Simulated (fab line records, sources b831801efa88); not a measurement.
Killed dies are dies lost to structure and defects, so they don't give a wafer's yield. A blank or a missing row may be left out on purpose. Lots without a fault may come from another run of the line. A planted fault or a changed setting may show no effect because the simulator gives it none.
Which tool did it? | flow sky130 | 12 lots, 36 wafers sampled, at 4 steps of a route of 708

WHAT THE GAUGES READ, wafer by wafer
SKY_LDD_P_CD_MEAS_07: target cd 380 nm.
lot  | measured     | on        | cd_nm (nm)
L745 | day 18 21:30 | cd_sem-01 | 379.0 379.5 380.6
L746 | day 18 22:20 | cd_sem-01 | 376.2 378.0 375.4
L747 | day 18 23:00 | cd_sem-02 | 380.5 379.5 379.2
L748 | day 19 14:26 | cd_sem-01 | 378.0 379.7 380.1
L749 | day 20 03:43 | cd_sem-01 | 379.5 381.6 382.2
L761 | day 25 09:03 | cd_sem-02 | 380.7 380.0 379.7
L763 | day 26 03:18 | cd_sem-02 | 380.4 381.9 379.7
L764 | day 26 04:35 | cd_sem-02 | 377.8 376.6 379.2
L766 | day 26 13:17 | cd_sem-02 | 379.3 378.2 379.8
L767 | day 27 02:42 | cd_sem-01 | 383.2 382.8 382.6
L768 | day 27 10:18 | cd_sem-01 | 380.3 382.1 380.6

WHICH TOOL RAN EACH LOT (tool, then ch and the chambers of the sampled wafers, then the start)
lot  | SKY_FIELD_ISO_ETCH_15             | SKY_SONOS_ONO_STRIP_17               | SKY_POLY_GATE_ETCH_15
L745 | rie_diel-01 ch 0,2,3, day 2 05:01 | plasma_asher-01 ch 0,1, day 12 09:29 | rie_diel-03 ch 0,1, day 16 04:37
L746 | rie_diel-02 ch 0,1,2, day 2 11:10 | plasma_asher-01 ch 0,1, day 12 17:11 | rie_diel-04 ch 1,3, day 16 07:17
L747 | rie_diel-04 ch 1,2,3, day 2 15:18 | plasma_asher-01 ch 0,1, day 12 18:35 | rie_diel-03 ch 2,3, day 16 08:01
L748 | rie_diel-01 ch 1,2,3, day 2 20:45 | plasma_asher-04 ch 0,1, day 13 05:34 | rie_diel-04 ch 0,3, day 16 22:38
L749 | rie_diel-01 ch 1,2,3, day 3 02:21 | plasma_asher-04 ch 0,1, day 13 15:23 | rie_diel-01 ch 0,1,3, day 17 09:51
L754 | rie_diel-02 ch 0,1, day 4 02:48   | plasma_asher-01 ch 0,1, day 15 12:48 | -
L761 | rie_diel-04 ch 2,3, day 6 02:34   | plasma_asher-01 ch 0,1, day 18 13:42 | rie_diel-03 ch 0,3, day 22 16:44
L763 | rie_diel-04 ch 1,2,3, day 6 05:40 | plasma_asher-03 ch 0,1, day 19 06:12 | rie_diel-04 ch 0,2,3, day 23 13:13
L764 | rie_diel-04 ch 1,3, day 6 08:43   | plasma_asher-01 ch 0,1, day 19 11:15 | rie_diel-03 ch 0,2, day 23 14:31
L766 | rie_diel-02 ch 0,1,3, day 6 17:22 | plasma_asher-01 ch 0,1, day 19 20:23 | rie_diel-03 ch 1,3, day 23 23:26
L767 | rie_diel-02 ch 0,2,3, day 6 22:04 | plasma_asher-03 ch 0,1, day 20 07:18 | rie_diel-03 ch 0,1, day 24 12:55
L768 | rie_diel-04 ch 2,3, day 7 05:25   | plasma_asher-01 ch 0,1, day 20 15:08 | rie_diel-01 ch 1,2,3, day 24 19:44
- SKY_FIELD_ISO_ETCH_15: etches the open film in CHF3/O2, stops on Si, target depth 180 nm, time 72 s.
- SKY_SONOS_ONO_STRIP_17: strips in O2/N2.
- SKY_POLY_GATE_ETCH_15: etches BARC in N2/H2, stops on SiO2, time 118.5 s, target depth 110 nm.

WHAT THE TOOLS THEMSELVES READ (means of the sampled wafers that have a number; where no wafer has one, the mark that the record gives instead)
SKY_FIELD_ISO_ETCH_15.
lot  | tool        | drypump_motor_current_A (A) | oes_product_au (a.u.) | throttle_valve_pct (%)
L745 | rie_diel-01 | 6.0                         | 0.943                 | 8.850
L746 | rie_diel-02 | 5.6                         | 0.947                 | 8.849
L747 | rie_diel-04 | 5.4                         | 0.936                 | 8.839
L748 | rie_diel-01 | 5.9                         | 0.952                 | 8.843
L749 | rie_diel-01 | 6.0                         | 0.946                 | 8.845
L754 | rie_diel-02 | 5.3                         | 0.939                 | 8.846
L761 | rie_diel-04 | 5.2                         | 0.943                 | 8.836
L763 | rie_diel-04 | 5.4                         | 0.936                 | 8.848
L764 | rie_diel-04 | 5.4                         | 0.936                 | 8.840
L766 | rie_diel-02 | 5.7                         | 0.950                 | 8.850
L767 | rie_diel-02 | 5.5                         | 0.939                 | 8.845
L768 | rie_diel-04 | 5.4                         | 0.944                 | 8.841

SKY_SONOS_ONO_STRIP_17.
lot  | tool            | drypump_motor_current_A (A) | oes_product_au (a.u.) | strip_time_to_endpoint_s (s)
L745 | plasma_asher-01 | 6.4                         | 0.710                 | 14.12
L746 | plasma_asher-01 | 6.4                         | 0.712                 | 14.13
L747 | plasma_asher-01 | 6.4                         | 0.710                 | 14.05
L748 | plasma_asher-04 | 6.2                         | 0.712                 | 14.11
L749 | plasma_asher-04 | 6.2                         | 0.711                 | 14.06
L754 | plasma_asher-01 | 6.3                         | 0.930                 | -
L761 | plasma_asher-01 | 6.4                         | 0.705                 | 14.15
L763 | plasma_asher-03 | 6.2                         | 0.707                 | 14.12
L764 | plasma_asher-01 | 6.4                         | 0.710                 | 14.15
L766 | plasma_asher-01 | 6.4                         | 0.710                 | 14.04
L767 | plasma_asher-03 | 6.1                         | 0.710                 | 14.09
L768 | plasma_asher-01 | 6.4                         | 0.711                 | 14.08

SKY_POLY_GATE_ETCH_15.
lot  | tool        | drypump_motor_current_A (A) | oes_product_au (a.u.) | throttle_valve_pct (%)
L745 | rie_diel-03 | 5.7                         | 0.720                 | 13.218
L746 | rie_diel-04 | 5.4                         | 0.719                 | 13.211
L747 | rie_diel-03 | 5.0                         | 0.716                 | 13.210
L748 | rie_diel-04 | 5.6                         | 0.719                 | 13.211
L749 | rie_diel-01 | 6.2                         | 0.720                 | 13.210
L761 | rie_diel-03 | 5.6                         | 0.713                 | 13.206
L763 | rie_diel-04 | 5.5                         | 0.717                 | 13.216
L764 | rie_diel-03 | 5.7                         | 0.718                 | 13.215
L766 | rie_diel-03 | 5.1                         | 0.718                 | 13.211
L767 | rie_diel-03 | 5.4                         | 0.721                 | 13.212
L768 | rie_diel-01 | 6.0                         | 0.717                 | 13.214

THE ANSWER, worked out from the rows above alone
Rule: what is usual is taken from the lots themselves. Put in order of their means at a reading, lots are off if they are a third of the lots or fewer, leave a main group of 4 or more, and stand apart from it by a gap of 3 or more times the standard deviation of the main group's means; of several such gaps the widest counts. A main group whose means are all the same, to the digits that the tables above print for the reading, isn't used. A lot without any number at a reading at which 4 lots or more have one is off too. The other lots that the step has rows for count as sound. The gauges are gone through in route order, then the tools' own readings, and for those a lot's mean is taken as printed above. The first step at which some lot is off is used, and at that step the reading that is off furthest; a lot without a number counts as furthest.
Off: L754, at SKY_SONOS_ONO_STRIP_17 (strip_time_to_endpoint_s). Without a number there: L754. The main group: mean 14.10 s, standard deviation 0.037.
A tool fits if, at that step or a process step before it, it ran every lot that is off, and no sound lot after the first of them. None of those tried fits.

WHAT THE SIMULATOR HAD PUT IN
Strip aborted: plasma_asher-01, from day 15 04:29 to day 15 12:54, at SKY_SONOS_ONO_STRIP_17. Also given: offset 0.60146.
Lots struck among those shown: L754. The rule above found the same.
